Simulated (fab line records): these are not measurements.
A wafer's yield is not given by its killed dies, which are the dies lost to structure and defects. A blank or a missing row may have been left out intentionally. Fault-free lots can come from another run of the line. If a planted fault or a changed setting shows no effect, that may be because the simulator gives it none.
The tool behind it: which one? | flow sky130 | Sampling: 11 lots, 33 wafers, 5 of 708 route steps

WHAT THE GAUGES SHOWED, per wafer
No reading from a measuring or inspecting step in the record can be judged against a usual standard deviation.

EACH LOT AND THE TOOL THAT RAN IT (in order: tool; ch and the chambers of the sampled wafers; start)
lot  | SKY_METAL3_ETCH_17                | SKY_METAL3_STRIP_19                 | SKY_METAL4_SPUTTER_02       | SKY_CAP2M_METAL_ETCH_13          | SKY_PAD_OPEN_PROBE_99
L584 | rieDiel-04 ch 0,2,3, day 39 09:34 | plasmaAsher-02 ch 0, day 39 09:46   | pvdSputter-02, day 40 13:23 | rieMetal-01 ch 0,1, day 41 14:17 | -
L585 | rieDiel-03 ch 0,1,3, day 39 12:05 | plasmaAsher-02 ch 0,1, day 39 12:16 | pvdSputter-04, day 40 15:47 | rieMetal-04 ch 0,1, day 41 15:41 | -
L586 | rieDiel-02 ch 0,1,3, day 39 16:23 | plasmaAsher-02 ch 0,1, day 39 16:34 | pvdSputter-03, day 40 19:57 | rieMetal-01 ch 0,1, day 41 20:07 | -
L587 | rieDiel-04 ch 1,2,3, day 40 03:58 | plasmaAsher-04 ch 0,1, day 40 04:10 | pvdSputter-03, day 41 07:28 | rieMetal-04 ch 1, day 42 08:20   | -
L590 | rieDiel-02 ch 2,3, day 41 01:41   | plasmaAsher-02 ch 0,1, day 41 01:55 | pvdSputter-02, day 42 05:34 | rieMetal-01 ch 0,1, day 43 04:45 | -
L591 | rieDiel-02 ch 0,1, day 41 04:37   | plasmaAsher-03 ch 1, day 41 04:49   | pvdSputter-02, day 42 08:04 | rieMetal-01 ch 0,1, day 43 07:50 | -
L593 | rieDiel-02 ch 0,1,2, day 42 01:23 | plasmaAsher-02 ch 0,1, day 42 01:34 | pvdSputter-03, day 43 03:44 | rieMetal-01 ch 0,1, day 44 02:07 | -
L597 | rieDiel-03 ch 1,3, day 42 22:46   | plasmaAsher-03 ch 0,1, day 42 22:58 | pvdSputter-03, day 44 00:34 | rieMetal-04 ch 0,1, day 44 21:46 | prober-02, day 49 12:46
L604 | rieDiel-03 ch 0,1,3, day 44 17:08 | plasmaAsher-02 ch 0,1, day 44 17:19 | pvdSputter-04, day 45 18:38 | rieMetal-03 ch 0,1, day 46 16:05 | -
L606 | rieDiel-02 ch 0,1,3, day 45 11:29 | plasmaAsher-04 ch 0,1, day 45 11:40 | pvdSputter-02, day 46 11:44 | rieMetal-01 ch 0,1, day 47 08:25 | -
L605 | rieDiel-04 ch 2,3, day 45 16:19   | plasmaAsher-04 ch 0,1, day 45 16:32 | pvdSputter-03, day 46 16:43 | rieMetal-01 ch 0,1, day 47 13:17 | -
- SKY_METAL3_ETCH_17: etches SiO2 in C4F8/O2/Ar, stops on TiN, time 3.9 s, target depth 15 nm.
- SKY_METAL3_STRIP_19: strips in O2/N2.
- SKY_METAL4_SPUTTER_02: material AlCu, target thk 735 nm, time 39.1 s.
- SKY_CAP2M_METAL_ETCH_13: etches TiN in Cl2/BCl3, stops on SiO2, target depth 220 nm, time 62.9 s.
- SKY_PAD_OPEN_PROBE_99

AS READ BY THE TOOLS THEMSELVES (means over the sampled wafers that have a number; for cases with no such wafer, the mark the record gives instead)
SKY_METAL3_ETCH_17.
lot  | tool       | oesProductAu (a.u.)
L584 | rieDiel-04 | 0.747
L585 | rieDiel-03 | 0.751
L586 | rieDiel-02 | 0.754
L587 | rieDiel-04 | 0.751
L590 | rieDiel-02 | 0.761
L591 | rieDiel-02 | 0.755
L593 | rieDiel-02 | 0.755
L597 | rieDiel-03 | 0.755
L604 | rieDiel-03 | 0.756
L606 | rieDiel-02 | 0.761
L605 | rieDiel-04 | 0.760

SKY_METAL3_STRIP_19.
lot  | tool           | drypumpMotorCurrentA (A) | oesProductAu (a.u.) | stripTimeToEndpointS (s)
L584 | plasmaAsher-02 | 4.9                      | 0.507               | 6.52
L585 | plasmaAsher-02 | 5.7                      | 0.509               | 6.65
L586 | plasmaAsher-02 | 5.4                      | 0.499               | 6.55
L587 | plasmaAsher-04 | 6.3                      | 0.501               | 6.46
L590 | plasmaAsher-02 | 5.4                      | 0.503               | 6.49
L591 | plasmaAsher-03 | 6.2                      | 0.497               | 6.51
L593 | plasmaAsher-02 | 5.7                      | 0.504               | 6.54
L597 | plasmaAsher-03 | 6.1                      | 0.504               | 6.54
L604 | plasmaAsher-02 | 5.4                      | 0.503               | 6.51
L606 | plasmaAsher-04 | 6.3                      | 0.497               | 6.41
L605 | plasmaAsher-04 | 6.3                      | 0.507               | 6.53

SKY_METAL4_SPUTTER_02.
lot  | tool          | throttleValvePct (%)
L584 | pvdSputter-02 | 29.7
L585 | pvdSputter-04 | 30.2
L586 | pvdSputter-03 | 29.2
L587 | pvdSputter-03 | 29.4
L590 | pvdSputter-02 | 30.5
L591 | pvdSputter-02 | 29.7
L593 | pvdSputter-03 | 29.3
L597 | pvdSputter-03 | 29.4
L604 | pvdSputter-04 | 30.7
L606 | pvdSputter-02 | 28.9
L605 | pvdSputter-03 | 29.1

SKY_CAP2M_METAL_ETCH_13.
lot  | tool        | drypumpMotorCurrentA (A) | oesProductAu (a.u.) | runLengthS (s) | throttleValvePct (%)
L584 | rieMetal-01 | 5.1                      | 0.935               | 90.9           | 21.907
L585 | rieMetal-04 | 5.3                      | 0.942               | 94.3           | 21.902
L586 | rieMetal-01 | 5.0                      | 0.942               | 90.9           | 21.904
L587 | rieMetal-04 | 5.3                      | 0.944               | 91.7           | 21.909
L590 | rieMetal-01 | 5.0                      | 0.943               | 91.2           | 21.899
L591 | rieMetal-01 | 5.1                      | 0.987               | 88.8           | 21.873
L593 | rieMetal-01 | 5.0                      | 0.966               | 88.7           | 21.880
L597 | rieMetal-04 | 5.3                      | 0.933               | 91.2           | 21.907
L604 | rieMetal-03 | 5.9                      | 0.938               | 91.0           | 21.906
L606 | rieMetal-01 | 5.0                      | 0.941               | 91.1           | 21.904
L605 | rieMetal-01 | 5.0                      | 0.936               | 90.9           | 21.910

SKY_PAD_OPEN_PROBE_99.
lot  | tool      | defectLimitedYield (%) | killed_at_M0_to_M3 | killed_at_M4_up | killedAtContacts | killedAtFrontEnd | killedAtOther | killedDies | killedOpen | killedShort | sort_bin_3_pad_short (%) | sort_bin_5_function (%) | sort_bin_6_memory (%) | sortNPass | sortYieldPct (%)
L597 | prober-02 | 82.3                   | 42                 | 3.0             | 23               | 18               | 0.3           | 87         | 50         | 37          | 0.5                      | 10.7                    | 6.5                   | 405       | 82.3

THE ANSWER, worked out from the rows above alone
Rule: usual is defined by the lots themselves. Put in order of their means at a reading, lots are off if they are a third of the lots or fewer, leave a main group of 4 or more, and stand apart from it by a gap of 3 or more times the standard deviation of the main group's means; of several such gaps the widest counts. A main group is skipped when, at the precision printed for the reading in the tables above, its means are all equal. A lot without any number at a reading at which 4 lots or more have one is off too. All remaining lots with rows at the step are treated as sound. After the gauges, taken in route order, come the tools' own readings; for these a lot's mean is taken, as printed above. The first step at which some lot is off is used, and at that step the reading that is off furthest; a lot without a number counts as furthest.
Off at SKY_CAP2M_METAL_ETCH_13 (oesProductAu): L591, L593. Mean 0.939 a.u. and standard deviation 0.0037 in the main group.
If a tool, at that step or one of the process steps before it, ran each lot that is off and ran no sound lot following the first of them, it fits. Not one of the candidates tried fits.

WHAT THE SIMULATOR HAD INSERTED
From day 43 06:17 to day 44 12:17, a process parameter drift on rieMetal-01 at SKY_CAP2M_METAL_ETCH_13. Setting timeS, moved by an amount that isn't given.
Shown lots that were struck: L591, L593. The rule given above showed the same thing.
